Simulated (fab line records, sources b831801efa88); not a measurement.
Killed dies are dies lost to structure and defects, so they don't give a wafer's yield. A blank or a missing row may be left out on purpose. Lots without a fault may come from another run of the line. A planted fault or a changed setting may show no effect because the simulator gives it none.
A struck lot beside a sound one | flow sky130 | 35 steps out of a route of 708
Sound: wafers L600.1, L600.2, L600.3. Struck: wafers L607.1, L607.3, L607.5. The cause comes at the end.
At each step with rows: each side's tool, then ch and its chambers, then its first start. Under that, the readings that differ: sound wafers | struck wafers | difference of the means | sigmas: that difference in standard deviations of wafers without a fault.
alike: readings whose means differ by less than 2 such deviations, and words and numbers that are the same on both sides. not compared: withheld readings, readings that some wafer has no value for, bounds like >300 that may hide the same value, and numbers for which the record gives no deviation and whose values overlap.
The two part at a step that has a row with sigmas, a row that says differs or no value, or rows on one side only. Numbers that don't overlap but have no deviation are shown without sigmas and don't part them. A reading that every wafer of one side lacks parts them only if that side has two wafers or more.

first, 6 steps without rows for these wafers: SKY_PWDE_HMDS_01 (prime time 60 s); SKY_PWDE_COAT_02 (resist thk 3000 nm); SKY_PWDE_SOFTBAKE_03; SKY_PWDE_EXPOSE_04 (exposes mask PWDEM, target cd 840 nm); SKY_PWDE_PEB_05; SKY_PWDE_DEVELOP_06 (develop time 60 s).
SKY_PWDE_OVL_MEAS_07:
  sound on overlay-01, day 5 09:11; struck on overlay-01, day 7 01:53
  alike: PWDE_OVL
then, 1 step without rows for these wafers: SKY_PWDE_IMPLANT_08.
SKY_PWDE_STRIP_09: strips in O2/N2.
  sound on plasma_asher-04 ch 0,1, day 5 09:22; struck on plasma_asher-04 ch 0,1, day 7 02:04
  alike: drypump_motor_current_A, oes_product_au, strip_time_to_endpoint_s
  not compared: rf_hours_counter_h
SKY_PWDE_TW_MEAS_10:
  sound on film_metro-01, day 5 09:28; struck on film_metro-03, day 7 02:10
  reading | sound       | struck      | difference | sigmas
  PWDE_TW | 376 378 376 | 368 370 370 | -7         | -2
then, 2 steps without rows for these wafers: SKY_NWELL_DEHYDRATE_03 (time 60 s); SKY_NWELL_HMDS_04 (prime time 60 s).
SKY_NWELL_COAT_05: resist thk 3000 nm.
  sound on litho_track-01 ch 0, day 5 18:00; struck on litho_track-01, day 7 11:57
  no value came back on the struck wafers for chill_plate_temp_C (C), dispense_pressure_kPa (kPa), exhaust_pa (Pa); on the sound wafers chill_plate_temp_C (C) reads 23.16 23.12 23.02
then, 4 steps without rows for these wafers: SKY_NWELL_SOFTBAKE_06; SKY_NWELL_EXPOSE_07 (exposes mask NWM, target cd 840 nm); SKY_NWELL_PEB_08; SKY_NWELL_DEVELOP_09 (develop time 60 s).
SKY_NWELL_OVL_MEAS_10:
  sound on overlay-02, day 6 02:46; struck on overlay-02, day 7 21:49
  reading           | sound          | struck | difference                    | sigmas
  NWELL_00_OVL (nm) | -0.6 -2.2 -2.1 | - - -  | no value on the struck wafers |
then, 3 steps without rows for these wafers: SKY_NWELL_IMPLANT_11; SKY_NWELL_IMPLANT_12; SKY_NWELL_IMPLANT_13.
SKY_NWELL_STRIP_14: strips in O2/N2.
  sound on plasma_asher-01 ch 0,1, day 6 03:15; struck on plasma_asher-01 ch 1, day 7 22:18
  no value came back on the struck wafers for oes_product_au (a.u.), strip_time_to_endpoint_s (s); on the sound wafers oes_product_au (a.u.) reads 0.722 0.720 0.722
  alike: drypump_motor_current_A
  not compared: rf_hours_counter_h
SKY_NWELL_TW_MEAS_15:
  sound on film_metro-03, day 6 03:21; struck on film_metro-01, day 7 22:24
  reading  | sound          | struck         | difference | sigmas
  NWELL_TW | 1808 1792 1790 | 1832 1838 1829 | +36        | +2
then, 7 steps without rows for these wafers: SKY_NWELL_DEHYDRATE_16 (time 60 s); SKY_NWELL_HMDS_17 (prime time 60 s); SKY_NWELL_COAT_18 (resist thk 3000 nm); SKY_NWELL_SOFTBAKE_19; SKY_NWELL_EXPOSE_20 (exposes mask NWM COMPLEMENT, target cd 840 nm); SKY_NWELL_PEB_21; SKY_NWELL_DEVELOP_22 (develop time 60 s).
SKY_NWELL_OVL_MEAS_23:
  sound on overlay-02, day 6 22:34; struck on overlay-02, day 8 19:58
  alike: NWELL_01_OVL
then, 1 step without rows for these wafers: SKY_NWELL_IMPLANT_24.
SKY_NWELL_STRIP_25: strips in O2/N2.
  sound on plasma_asher-03 ch 0,1, day 6 22:45; struck on plasma_asher-03 ch 1, day 8 20:09
  reading                      | sound             | struck            | difference | sigmas
  strip_time_to_endpoint_s (s) | 36.85 36.73 36.86 | 37.03 36.99 37.03 | +0.20      | +2
  alike: drypump_motor_current_A, oes_product_au
  not compared: rf_hours_counter_h
SKY_NWELL_TW_MEAS_26:
  sound on film_metro-04, day 6 22:51; struck on film_metro-04, day 8 20:15
  reading    | sound       | struck         | difference | sigmas
  NWELL_2_TW | 505 501 505 | 1842 1839 1854 | +1341      | +99 or more
then, 1 step without rows for these wafers: SKY_NWELL_CLEAN_27 (cleans in SC1/SC2, time 150 s).

WHERE THEY PART
First at SKY_PWDE_TW_MEAS_10; last, within this record, at SKY_NWELL_TW_MEAS_26.

WHY: what the simulator had put in
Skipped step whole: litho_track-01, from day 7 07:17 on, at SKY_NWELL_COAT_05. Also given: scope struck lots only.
